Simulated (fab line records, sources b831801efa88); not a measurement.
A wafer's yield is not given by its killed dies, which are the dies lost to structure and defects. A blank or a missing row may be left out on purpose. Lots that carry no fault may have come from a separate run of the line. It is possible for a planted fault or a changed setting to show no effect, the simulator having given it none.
Struck lot and sound lot, side by side || flow sky130 || 16 steps out of a route of 708
Sound: wafers L753.1, L753.2, L753.6. Struck: wafers L756.1, L756.6. (L756.2 of the same lot was not struck and is left out.) The cause comes at the end.
Order at every step that has rows: each side's tool, ch and its chambers, its first start. Under that, the readings that differ: sound wafers || struck wafers || difference of the means || sigmas: that difference in standard deviations of wafers without a fault.
alike: words and numbers the same on both sides, and readings whose means are apart by under 2 such deviations; not compared: readings that were withheld, readings missing a value for some wafer, numbers with overlapping values and no deviation given by the record, and bounds like >300 which may hide the same value.
The two part at a step that has a row with sigmas, a row that says differs or no value, or rows on one side only. When numbers do not overlap yet have no deviation, they are printed without sigmas and do not part them. A reading that every wafer of one side lacks parts them only if that side has two wafers or more.

first, 3 steps without rows for these wafers: SKY_METAL1_EXPOSE_12 (exposes mask MM1, target cd 140 nm); SKY_METAL1_PEB_13; SKY_METAL1_DEVELOP_14 (develop time 60 s).
SKY_METAL1_CD_MEAS_15: the cd target is 140 nm.
  sound: cdSem-01 at day 35 19:20; struck: cdSem-02 at day 36 08:29
{"reading": "cdNm (nm)", "sound": "140.3 140.7 141.1", "struck": "138.4 136.8", "difference": -3.1, "sigmas": -2}
SKY_METAL1_OVL_MEAS_16:
  sound: overlay-02 at day 35 19:27; struck: overlay-02 at day 36 08:36
  alike: METAL1_OVL
SKY_METAL1_DESCUM_17: chemistry O2, time 8 s.
  sound on rieMetal-03 ch 0,1, day 35 19:29; struck on rieMetal-01 ch 0, day 36 08:38
  alike: drypumpMotorCurrentA, oesProductAu
  not compared: rfHoursCounterH
SKY_METAL1_ETCH_18: etches BARC in N2/H2, stops on SiO2, time 45.9 s, target depth 60 nm.
  sound on rieMetal-03 ch 0,1, day 35 19:31; struck on rieMetal-01 ch 0, day 36 08:40
{"reading": "h2FlowSccm (sccm)", "sound": "200.1 199.7 200.5", "struck": "201.5 201.3", "difference": "+1.3", "sigmas": "+2"}
{"reading": "throttleValvePct (%)", "sound": "13.223 13.241 13.228", "struck": "13.209 13.210", "difference": -0.021, "sigmas": -2}
  alike: drypumpMotorCurrentA, oesProductAu
  not compared: rfHoursCounterH
SKY_METAL1_METAL_ETCH_19: etches the open film in Cl2/BCl3, stops on SiO2, target depth 360 nm, time 78 s.
  sound on rieMetal-03 ch 0,1, day 35 19:35; struck on rieMetal-01 ch 0, day 36 08:44
  alike: drypumpMotorCurrentA, oesProductAu, throttleValvePct
  not compared: rfHoursCounterH
SKY_METAL1_STRIP_20: strips in O2/N2.
  sound on plasmaAsher-02 ch 0,1, day 35 19:41; struck on plasmaAsher-03 ch 1, day 36 08:50
{"reading": "stripTimeToEndpointS (s)", "sound": "2.67 2.72 2.71", "struck": "2.62 2.62", "difference": -0.08, "sigmas": -2}
  alike: drypumpMotorCurrentA, oesProductAu
  not compared: rfHoursCounterH
then, 3 steps without rows for these wafers: SKY_METAL1_STRIP_21 (strips in post etch residue remover, time 1200 s); SKY_METAL1_CLEAN_22 (cleans in IPA, time 180 s); SKY_METAL1_CLEAN_23 (cleans in O3/DIW).
SKY_VIA1_HDPCVD_00: deposits SiO2, target thk 1030 nm, time 171.7 s.
  sound on hdpcvd-02 ch 0,2, day 35 20:17; struck on hdpcvd-02 ch 0, day 36 09:25
{"reading": "model.SiO2_of_VIA1_HDPCVD_00.thkNm (nm)", "sound": "1042 1031 1027", "struck": "1320 1350", "difference": "+302", "sigmas": ""}
SKY_VIA1_THK_MEAS_01:
  sound: filmMetro-01 at day 35 20:23; struck: filmMetro-02 at day 36 09:34
{"reading": "VIA1_HDPCVD_THK (nm)", "sound": "1042 1032 1027", "struck": "1319 1349", "difference": "+300", "sigmas": "+31"}
SKY_VIA1_CMP_02: polishes SiO2.
  sound on cmp-01 ch 0,3, day 35 20:27; struck on cmp-01 ch 1,3, day 36 09:37
  alike: motorCurrentA
-- the record jumps here: 12 days lie between the struck wafers' starts before and after (it left off in module VIA1 and takes up again in module PAD_OPEN, whose first step shown is number 708 of the route) --
SKY_PAD_OPEN_PROBE_99:
  sound: prober-02 at day 48 03:10; struck: prober-01 at day 48 13:23
  alike: defectLimitedYield, killed_at_M0_to_M3, killed_at_M4_up, killedAtContacts, killedAtFrontEnd, killedAtOther, killedDies, killedOpen, killedShort, sort_bin_3_pad_short, sort_bin_5_function, sort_bin_6_memory, sortNPass, sortYieldPct

WHERE THEY PART
First at SKY_METAL1_CD_MEAS_15; last, within this record, at SKY_VIA1_THK_MEAS_01. Later steps at which nothing parts them and some readings are alike: SKY_VIA1_CMP_02, SKY_PAD_OPEN_PROBE_99.

WHY: the cause the simulator had injected
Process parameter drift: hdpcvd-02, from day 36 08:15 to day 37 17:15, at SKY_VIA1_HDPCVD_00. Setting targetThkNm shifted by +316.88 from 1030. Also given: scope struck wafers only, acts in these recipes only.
